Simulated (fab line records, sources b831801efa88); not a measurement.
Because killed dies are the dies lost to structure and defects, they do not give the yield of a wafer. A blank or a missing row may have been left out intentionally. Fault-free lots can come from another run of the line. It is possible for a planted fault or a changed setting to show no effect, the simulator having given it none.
fab line records	flow sky130
record lots=6	wafers=18	last_day=50
route steps=708 shown VT_ADJUST_LVTN@109 VT_ADJUST_NCORE@119 PAD_OPEN@708
lots untouched by any fault: they come from a run of this same line in which no faults occurred
start_h: the number of hours between the record's first day and the start of the first shown wafer of the lot	wait_h: hours elapsed since this lot's preceding step	" unchanged from the row above	L1.1+2: several wafers, shown together as one row	- either no value or no given start	* or withheld: withheld	< > ~ a bound
route shown NAME@n: a module of which the file shows steps, and the number in the route of the first	usual: average and standard deviation across the fault-free wafers	same: alike in all rows	chamber/n: place in a boat	sites: readings site by site	_std_site: their standard deviation	_edge_site: the outer-site mean with the inner-site mean subtracted	radius_mm: for every site, how far away it sits from the centre of the wafer	mask NAME#n: copy n	behind: the last tool/chamber to shape the wafer	hold: why the lot was held/for how many hours/how that ended	device: the transistor (n, p or np) that didn't switch	end of line: at the end of the route, the tests of the same wafers	a step with no rows: only its recipe	killed: at the first sort, the dies lost to defects and structure; wafer yield is something else	map: per-die view of a wafer (x killed, . not killed, _ where there is no die)
set.NAME: setting as actually run; set.NAME@STEP: the setting as run at that earlier step	model.NAME: the simulator's own value behind a step, which no gauge read
certain route steps with their lots: each step a table, each wafer a row
services: the hour from which a tool's chamber was out of use, counted from the record's first day as start_h (under 0 if before that day), plus the number of hours and why
## steps
# step SKY_VT_ADJUST_LVTN_HMDS_12
# recipe prime_time_s=60	prime_temp_c=120
# step SKY_VT_ADJUST_LVTN_COAT_13
# recipe resist=NOVOLAK	spin_rpm=3000	resist_thk_nm=1140
# step SKY_VT_ADJUST_LVTN_SOFTBAKE_14
# recipe temp_c=90	time_s=60	resist=NOVOLAK
# step SKY_VT_ADJUST_LVTN_EXPOSE_15
# recipe mask_id=HVN_STD_DERIVED	na=0.6	source_shape=conventional	sigma_outer=0.6	polarization=unpolarized	target_cd_nm=600	dose_mj=163
# step SKY_VT_ADJUST_LVTN_PEB_16
# recipe temp_c=withheld	time_s=*	resist=NOVOLAK
# step SKY_VT_ADJUST_LVTN_DEVELOP_17
# recipe resist=NOVOLAK	developer=TMAH	develop_time_s=60	dev_temp_c=23
# step SKY_VT_ADJUST_LVTN_OVL_MEAS_18
# usual VT_ADJUST_LVTN_01_OVL=-0.5/1.5
lot.wafer	tool	chamber	start_h	wait_h	VT_ADJUST_LVTN_01_OVL[nm]
L226.3	overlay-02	-	163.38	0.1	2.2
L226.4	"	-	"	"	1.8
L226.6	"	-	"	"	0.8
L236.1	overlay-02	-	230.19	0.1	0.2
L236.4	"	-	"	"	1.2
L236.6	"	-	"	"	-1.4
L237.2	overlay-02	-	238.72	0.1	-1.7
L237.3	"	-	"	"	-1.5
L237.6	"	-	"	"	-1.1
L242.1	overlay-01	-	284.20	0.1	0.8
L242.5	"	-	"	"	-0.8
L242.6	"	-	"	"	-0.8
L245.3	overlay-01	-	311.65	0.1	0.2
L245.5	"	-	"	"	-0.3
L245.6	"	-	"	"	-1.1
L247.2	overlay-02	-	315.35	0.1	0.0
L247.4	"	-	"	"	-0.2
L247.6	"	-	"	"	-0.9
# step SKY_VT_ADJUST_LVTN_IMPLANT_19
# recipe species=B	energy_kev=30	dose_cm2=6.5e+11	tilt_deg=withheld
# step SKY_VT_ADJUST_LVTN_STRIP_20
# recipe chemistry=O2/N2	power_w=1400	pressure_mtorr=1500	platen_temp_c=withheld	o2_flow_sccm=3000	n2_flow_sccm=300	overash_fraction=0.5
# usual drypump_motor_current_A=5.6/0.3	n2_flow_sccm=300.0/0.96	oes_product_au=0.716/0.0047	strip_time_to_endpoint_s=14.18/0.042
lot.wafer	tool	chamber	start_h	wait_h	drypump_motor_current_A	n2_flow_sccm	oes_product_au	rf_hours_counter_h	strip_time_to_endpoint_s
L226.3	plasma_asher-04	0	163.59	0.1	5.4	300.0	0.714	-	14.20
L226.4	"	1	"	"	5.3	300.5	0.716	-	14.25
L226.6	"	0	"	"	5.3	300.3	0.718	-	14.24
L236.1	plasma_asher-04	0	230.38	0.1	5.3	300.3	0.713	43	14.15
L236.4	"	0	"	"	5.3	299.9	0.716	-	14.18
L236.6	"	1	"	"	5.3	298.6	0.725	-	14.12
L237.2	plasma_asher-02	0	238.94	0.1	5.8	300.8	0.716	12	14.18
L237.3	"	0	"	"	5.8	299.4	0.721	-	14.20
L237.6	"	1	"	"	6.0	300.4	0.719	-	14.18
L242.1	plasma_asher-04	1	284.39	0.1	5.3	301.5	0.711	48	14.24
L242.5	"	1	"	"	5.3	301.1	0.716	-	14.23
L242.6	"	0	"	"	5.3	299.8	0.718	-	14.20
L245.3	plasma_asher-03	1	311.86	0.1	5.3	300.9	0.721	-	14.15
L245.5	"	1	"	"	5.3	302.2	0.716	-	14.19
L245.6	"	0	"	"	6.0	299.1	0.703	-	14.20
L247.2	plasma_asher-02	0	315.53	0.1	5.8	299.2	0.716	19	14.23
L247.4	"	1	"	"	5.9	300.1	0.720	-	14.22
L247.6	"	1	"	"	6.0	299.7	0.717	-	14.24
# step SKY_VT_ADJUST_LVTN_TW_MEAS_21
# usual VT_ADJUST_LVTN_2_TW=188.4/0.98
lot.wafer	tool	chamber	start_h	wait_h	VT_ADJUST_LVTN_2_TW
L226.3	film_metro-04	-	163.67	0.1	189.3
L226.4	"	-	"	"	189.8
L226.6	"	-	"	"	188.8
L236.1	film_metro-01	-	230.48	0.1	186.5
L236.4	"	-	"	"	187.5
L236.6	"	-	"	"	186.7
L237.2	film_metro-02	-	239.05	0.1	187.9
L237.3	"	-	"	"	187.7
L237.6	"	-	"	"	187.1
L242.1	film_metro-04	-	284.49	0.1	189.3
L242.5	"	-	"	"	187.6
L242.6	"	-	"	"	189.2
L245.3	film_metro-02	-	311.95	0.1	189.1
L245.5	"	-	"	"	188.2
L245.6	"	-	"	"	189.3
L247.2	film_metro-04	-	315.64	0.1	188.2
L247.4	"	-	"	"	188.4
L247.6	"	-	"	"	189.1
# step SKY_VT_ADJUST_NCORE_DEHYDRATE_00
# recipe temp_c=200	time_s=60
# step SKY_VT_ADJUST_NCORE_HMDS_01
# recipe prime_time_s=60	prime_temp_c=120
# step SKY_VT_ADJUST_NCORE_COAT_02
# recipe resist=NOVOLAK	spin_rpm=3000	resist_thk_nm=1140
lot.wafer	tool	chamber	start_h	wait_h	model.NOVOLAK_of_VT_ADJUST_NCORE_COAT_02.thk_nm
L226.3	litho_track-01	0	174.52	0.1	1143
L226.4	"	0	"	"	1142
L226.6	"	0	"	"	1140
L236.1+6	litho_track-03	0	242.09	0.1	1181
L236.4	"	0	"	"	1184
L237.2	litho_track-03	0	250.02	0.1	1188
L237.3	"	0	"	"	1184
L237.6	"	0	"	"	1187
L242.1	litho_track-01	0	296.92	0.1	1140
L242.5	"	0	"	"	1143
L242.6	"	0	"	"	1136
L245.3	litho_track-03	0	325.14	0.1	1140
L245.5+6	"	0	"	"	1141
L247.2	litho_track-04	0	328.37	0.1	1147
L247.4	"	0	"	"	1146
L247.6	"	0	"	"	1143
# step SKY_VT_ADJUST_NCORE_SOFTBAKE_03
# recipe temp_c=90	time_s=60	resist=NOVOLAK
# step SKY_VT_ADJUST_NCORE_EXPOSE_04
# recipe mask_id=LVTN_COMPLEMENT_THIN	na=0.6	source_shape=conventional	sigma_outer=0.6	polarization=unpolarized	target_cd_nm=380	dose_mj=139
# step SKY_VT_ADJUST_NCORE_PEB_05
# recipe temp_c=withheld	time_s=*	resist=NOVOLAK
# step SKY_VT_ADJUST_NCORE_DEVELOP_06
# recipe resist=NOVOLAK	developer=TMAH	develop_time_s=60	dev_temp_c=23
lot.wafer	tool	chamber	start_h	wait_h	model.NOVOLAK_of_VT_ADJUST_NCORE_COAT_02.thk_nm
L226.3	litho_track-01	0	184.92	0.1	1143
L226.4	"	0	"	"	1141
L226.6	"	0	"	"	1139
L236.1	litho_track-01	0	253.62	0.1	1180
L236.4	"	0	"	"	1183
L236.6	"	0	"	"	1181
L237.2	litho_track-01	0	262.24	0.1	1187
L237.3	"	0	"	"	1184
L237.6	"	0	"	"	1186
L242.1	litho_track-01	0	308.87	0.1	1140
L242.5	"	0	"	"	1142
L242.6	"	0	"	"	1136
L245.3+5+6	litho_track-04	0	338.50	0.1	1140
L247.2	litho_track-01	0	341.89	0.1	1147
L247.4	"	0	"	"	1146
L247.6	"	0	"	"	1143
# step SKY_VT_ADJUST_NCORE_CD_MEAS_07
# recipe target_cd_nm=380
# usual cd_nm=378.7/2.4
lot.wafer	tool	chamber	start_h	wait_h	cd_nm
L226.3	cd_sem-01	-	185.06	0.1	381.7
L226.4	"	-	"	"	380.7
L226.6	"	-	"	"	379.7
L236.1	cd_sem-01	-	253.77	0.1	370.8
L236.4	"	-	"	"	371.3
L236.6	"	-	"	"	371.7
L237.2	cd_sem-02	-	262.39	0.1	376.1
L237.3	"	-	"	"	377.3
L237.6	"	-	"	"	377.9
L242.1	cd_sem-02	-	309.02	0.1	376.8
L242.5	"	-	"	"	377.6
L242.6	"	-	"	"	378.3
L245.3	cd_sem-02	-	338.64	0.1	377.3
L245.5	"	-	"	"	379.6
L245.6	"	-	"	"	381.5
L247.2	cd_sem-02	-	342.04	0.1	381.8
L247.4	"	-	"	"	385.8
L247.6	"	-	"	"	385.5
# step SKY_VT_ADJUST_NCORE_OVL_MEAS_08
# usual VT_ADJUST_NCORE_OVL=0.3/1.3
lot.wafer	tool	chamber	start_h	wait_h	VT_ADJUST_NCORE_OVL[nm]
L226.3	overlay-01	-	185.15	0.1	-2.7
L226.4	"	-	"	"	-1.6
L226.6	"	-	"	"	-1.0
L236.1	overlay-01	-	253.89	0.1	0.2
L236.4	"	-	"	"	-0.1
L236.6	"	-	"	"	-1.6
L237.2	overlay-02	-	262.49	0.1	-0.9
L237.3	"	-	"	"	-0.9
L237.6	"	-	"	"	1.2
L242.1	overlay-02	-	309.14	0.1	1.8
L242.5	"	-	"	"	0.7
L242.6	"	-	"	"	1.1
L245.3	overlay-01	-	338.73	0.1	-0.2
L245.5	"	-	"	"	-0.6
L245.6	"	-	"	"	-1.4
L247.2	overlay-01	-	342.14	0.1	-2.2
L247.4	"	-	"	"	0.7
L247.6	"	-	"	"	-0.8
# step SKY_VT_ADJUST_NCORE_IMPLANT_09
# recipe species=B	energy_kev=10	dose_cm2=2.4e+12	tilt_deg=withheld
# step SKY_VT_ADJUST_NCORE_STRIP_10
# recipe chemistry=O2/N2	power_w=1400	pressure_mtorr=1500	platen_temp_c=withheld	o2_flow_sccm=3000	n2_flow_sccm=300	overash_fraction=0.5
# usual drypump_motor_current_A=5.9/0.4	n2_flow_sccm=300.0/0.91	oes_product_au=0.715/0.0048	strip_time_to_endpoint_s=14.19/0.036
lot.wafer	tool	chamber	start_h	wait_h	drypump_motor_current_A	n2_flow_sccm	oes_product_au	rf_hours_counter_h	strip_time_to_endpoint_s
L226.3	plasma_asher-01	1	185.36	0.1	5.7	299.8	0.716	-	14.21
L226.4	"	0	"	"	6.7	299.5	0.720	-	14.20
L226.6	"	1	"	"	5.7	299.7	0.716	-	14.17
L236.1	plasma_asher-01	0	254.07	0.1	6.7	300.5	0.718	57	14.62
L236.4	"	1	"	"	5.7	298.3	0.715	-	14.65
L236.6	"	0	"	"	6.7	299.9	0.716	-	14.60
L237.2	plasma_asher-02	0	262.67	0.1	5.8	299.2	0.711	14	14.70
L237.3	"	0	"	"	5.8	300.6	0.711	-	14.65
L237.6	"	0	"	"	5.8	299.8	0.706	-	14.69
L242.1	plasma_asher-01	0	309.32	0.1	6.7	300.2	0.717	62	14.18
L242.5	"	0	"	"	6.7	299.9	0.713	-	14.21
L242.6	"	1	"	"	5.7	300.4	0.713	-	14.14
L245.3	plasma_asher-03	0	338.94	0.1	6.1	300.4	0.711	-	14.17
L245.5	"	0	"	"	6.0	299.5	0.716	-	14.20
L245.6	"	1	"	"	5.3	301.3	0.721	-	14.19
L247.2	plasma_asher-03	1	342.32	0.1	5.3	300.7	0.726	63	14.28
L247.4	"	0	"	"	6.0	301.1	0.719	-	14.25
L247.6	"	0	"	"	6.1	300.8	0.728	-	14.20
# step SKY_VT_ADJUST_NCORE_TW_MEAS_11
# usual VT_ADJUST_NCORE_TW=217.7/2.3
lot.wafer	tool	chamber	start_h	wait_h	VT_ADJUST_NCORE_TW
L226.3	film_metro-01	-	185.44	0.1	216.4
L226.4	"	-	"	"	217.2
L226.6	"	-	"	"	218.3
L236.1	film_metro-02	-	254.17	0.1	221.4
L236.4	"	-	"	"	221.3
L236.6	"	-	"	"	220.0
L237.2	film_metro-02	-	262.78	0.1	221.1
L237.3	"	-	"	"	220.9
L237.6	"	-	"	"	221.1
L242.1	film_metro-03	-	309.42	0.1	215.9
L242.5	"	-	"	"	214.9
L242.6	"	-	"	"	214.2
L245.3	film_metro-03	-	339.03	0.1	215.1
L245.5	"	-	"	"	214.3
L245.6	"	-	"	"	213.9
L247.2	film_metro-02	-	342.43	0.1	220.1
L247.4	"	-	"	"	220.6
L247.6	"	-	"	"	220.2
# step SKY_PAD_OPEN_PROBE_99
# usual killed_at_M0_to_M3=44/7.2	killed_at_M4_up=3.1/1.7	killed_at_contacts=24/5.2	killed_at_front_end=15/4.1	killed_at_other=0.3/0.61	killed_dies=87/10	killed_on_rim=17/3.8	killed_open=48/7.5	killed_short=39/6.6
# same gross_dies=492	killed_at_back_side=0
lot.wafer	tool	chamber	start_h	wait_h	killed_at_M0_to_M3	killed_at_M4_up	killed_at_contacts	killed_at_front_end	killed_at_other	killed_dies	killed_on_rim	killed_open	killed_short
L237.2	prober-01	-	1144.11	0.1	63	4	29	17	0	113	23	63	50
L237.3	prober-01	-	1144.16	0.2	41	0	20	12	0	73	21	41	32
L237.6	prober-01	-	1144.31	0.2	46	1	27	20	0	94	19	48	45
L242.1	prober-02	-	1179.12	0.1	37	3	25	16	0	81	16	46	35
L242.5	prober-02	-	1179.32	0.2	42	1	24	21	0	88	22	46	42
L242.6	prober-02	-	1179.37	0.2	55	4	15	19	0	93	18	54	39
# killed by level:class
L237.2 VIA1:geometric_particle:open=17 LI_CONTACT:geometric_particle:open=11 CONTACT:geometric_particle:open=9 METAL2:geometric_particle:short=9 METAL1:geometric_particle:short=8 VIA3:geometric_particle:open=7 VIA2:geometric_particle:open=6 VIA3:geometric_particle:short=4
L237.3 CONTACT:geometric_particle:open=9 METAL1:geometric_particle:short=9 VIA1:geometric_particle:open=8 VIA2:geometric_particle:open=7 CONTACT:geometric_particle:short=5 VIA1:geometric_particle:short=5 METAL2:geometric_particle:short=5 LI_CONTACT:geometric_particle:open=4
L237.6 VIA1:geometric_particle:open=15 CONTACT:geometric_particle:open=7 METAL1:geometric_particle:short=7 LI_CONTACT:geometric_particle:short=6 LI_CONTACT:geometric_particle:open=6 POLY_GATE:geometric_particle:short=5 METAL3:geometric_particle:short=5 VIA3:geometric_particle:open=5
L242.1 CONTACT:geometric_particle:open=11 VIA1:geometric_particle:open=10 METAL1:geometric_particle:short=6 VIA2:geometric_particle:open=5 FIELD_ISO:geometric_particle:open=4 LI_CONTACT:geometric_particle:open=4 VIA2:geometric_particle:short=4 VIA3:geometric_particle:open=4
L242.5 CONTACT:geometric_particle:open=12 VIA2:geometric_particle:open=9 METAL1:geometric_particle:short=7 POLY_GATE:geometric_particle:short=6 LI_CONTACT:geometric_particle:open=5 LOCAL_INTERCONNECT:geometric_particle:short=5 VIA1:geometric_particle:short=5 METAL2:geometric_particle:short=5
L242.6 METAL1:geometric_particle:short=12 VIA3:geometric_particle:open=11 VIA1:geometric_particle:open=9 VIA2:geometric_particle:open=8 CONTACT:geometric_particle:open=7 METAL2:geometric_particle:short=7 FIELD_ISO:geometric_particle:open=4 POLY_GATE:geometric_particle:short=4
## services
tool	chamber	start_h	hours	kind
litho_track-03	-	149.28	-	consumable_replace:filter
plasma_asher-01	-	194.69	4.2	repair
plasma_asher-04	-	197.53	2.8	pm
plasma_asher-03	-	210.66	1.0	repair
plasma_asher-03	-	236.07	2.6	repair
plasma_asher-01	-	337.57	2.8	pm
## key
first_sign step=SKY_VT_ADJUST_NCORE_CD_MEAS_07	reading=cd_nm	direction=down	sigmas=1.9	usual=378.7	struck=374.2
effect step=SKY_VT_ADJUST_NCORE_STRIP_10	reading=strip_time_to_endpoint_s	direction=up	sigmas=13	usual=*	struck=*
model_effect step=SKY_VT_ADJUST_NCORE_COAT_02	value=NOVOLAK_of_VT_ADJUST_NCORE_COAT_02.thk_nm	without=1140	struck=1184
model_effect step=SKY_VT_ADJUST_NCORE_DEVELOP_06	value=NOVOLAK_of_VT_ADJUST_NCORE_COAT_02.thk_nm	without=1139	struck=1184
met_at SKY_VT_ADJUST_NCORE_COAT_02
struck_wafers L236.1,L236.4,L236.6,L237.2,L237.3,L237.6
tester_left_out L236,L237
fault kind=process_parameter_drift	tool=litho_track-03	chamber=-	onset_h=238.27	steps=SKY_VT_ADJUST_NCORE_COAT_02	channel=resist_thk_nm	offset=44.576	shape=step	end_h=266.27	acts_in=these_recipes_only	stated=1140
# tester_left_out: of these lots the tester's yield and bins aren't shown, on N5 and GAA mostly nor the transistor test; their killed dies are dies lost to structure and defects alone, not to doping, threshold or leakage, so they don't give the yield
